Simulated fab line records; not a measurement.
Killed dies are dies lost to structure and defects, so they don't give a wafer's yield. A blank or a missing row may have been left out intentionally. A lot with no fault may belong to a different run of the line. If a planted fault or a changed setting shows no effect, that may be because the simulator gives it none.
Which tool did it?	flow gf180mcu	39 wafers from 13 lots sampled at 2 of the route's 602 steps

WHAT THE GAUGES READ, wafer by wafer
GF_V3_CD_MEAS_14: target cd 260 nm.
lot	measured	on	cd_nm (nm)
L309	day 22 17:10	cd_sem-02	260.3 260.1 259.7
L312	day 24 00:18	cd_sem-02	261.8 261.6 261.6
L313	day 24 06:25	cd_sem-02	260.6 260.4 260.1
L314	day 24 15:20	cd_sem-01	260.4 261.5 260.6
L315	day 24 19:23	cd_sem-02	260.4 259.9 259.0
L317	day 25 15:01	cd_sem-02	260.0 259.6 260.3
L323	day 27 14:02	cd_sem-02	258.1 257.2 259.7
L324	day 27 19:58	cd_sem-02	261.6 260.5 260.4
L325	day 27 23:47	cd_sem-02	258.3 259.2 258.8
L326	day 28 05:57	cd_sem-02	259.3 259.6 260.3
L329	day 29 01:37	cd_sem-02	260.9 260.0 259.7
L330	day 29 10:14	cd_sem-02	263.6 263.5 263.8
L331	day 29 13:29	cd_sem-01	261.7 260.1 260.0

GF_V3_OVL_MEAS_15.
lot	measured	on	V3_OVL (nm)
L309	day 22 17:17	overlay-01	2 -2 -7
L312	day 24 00:25	overlay-02	10 -2 0
L313	day 24 06:31	overlay-01	-6 -2 -2
L314	day 24 15:26	overlay-02	5 2 -5
L315	day 24 19:30	overlay-02	-9 -5 -7
L317	day 25 15:07	overlay-01	4 5 4
L323	day 27 14:09	overlay-02	0 12 -1
L324	day 27 20:04	overlay-02	-3 -8 -4
L325	day 27 23:53	overlay-02	1 3 -3
L326	day 28 06:04	overlay-01	-10 -2 -5
L329	day 29 01:44	overlay-02	0 -8 -2
L330	day 29 10:20	overlay-01	-1 -1 5
L331	day 29 13:34	overlay-02	6 1 3

TOOL THAT RAN EACH LOT (tool first, then ch and the chambers of the sampled wafers, then the start)
The record holds no process step before these readings.

AS READ BY THE TOOLS THEMSELVES (means over the sampled wafers that have a number; for cases with no such wafer, the mark the record gives instead)
The record holds no such reading with a usual standard deviation.

THE ANSWER, worked out from the rows above alone
Rule: the usual values come from the lots themselves. The widest of any qualifying gaps counts: lots, ordered by their means at a reading, are off when they make up no more than a third of the lots, leave a main group of 4 or more, and stand apart from it by 3 or more times the standard deviation of that group's means. Not used: any main group whose means are identical at the precision the tables above print for the reading. Also off: a lot with no number at a reading for which 4 or more lots have one. All remaining lots with rows at the step are treated as sound. Order of review: gauges by route order, followed by the tools' own readings, for which a lot's mean as printed above is used. The first step at which some lot is off is used, and at that step the reading that is off furthest; a lot without a number counts as furthest.
No lot is off at any reading shown: from this, nothing can be told.

WHAT THE SIMULATOR HAD PUT IN
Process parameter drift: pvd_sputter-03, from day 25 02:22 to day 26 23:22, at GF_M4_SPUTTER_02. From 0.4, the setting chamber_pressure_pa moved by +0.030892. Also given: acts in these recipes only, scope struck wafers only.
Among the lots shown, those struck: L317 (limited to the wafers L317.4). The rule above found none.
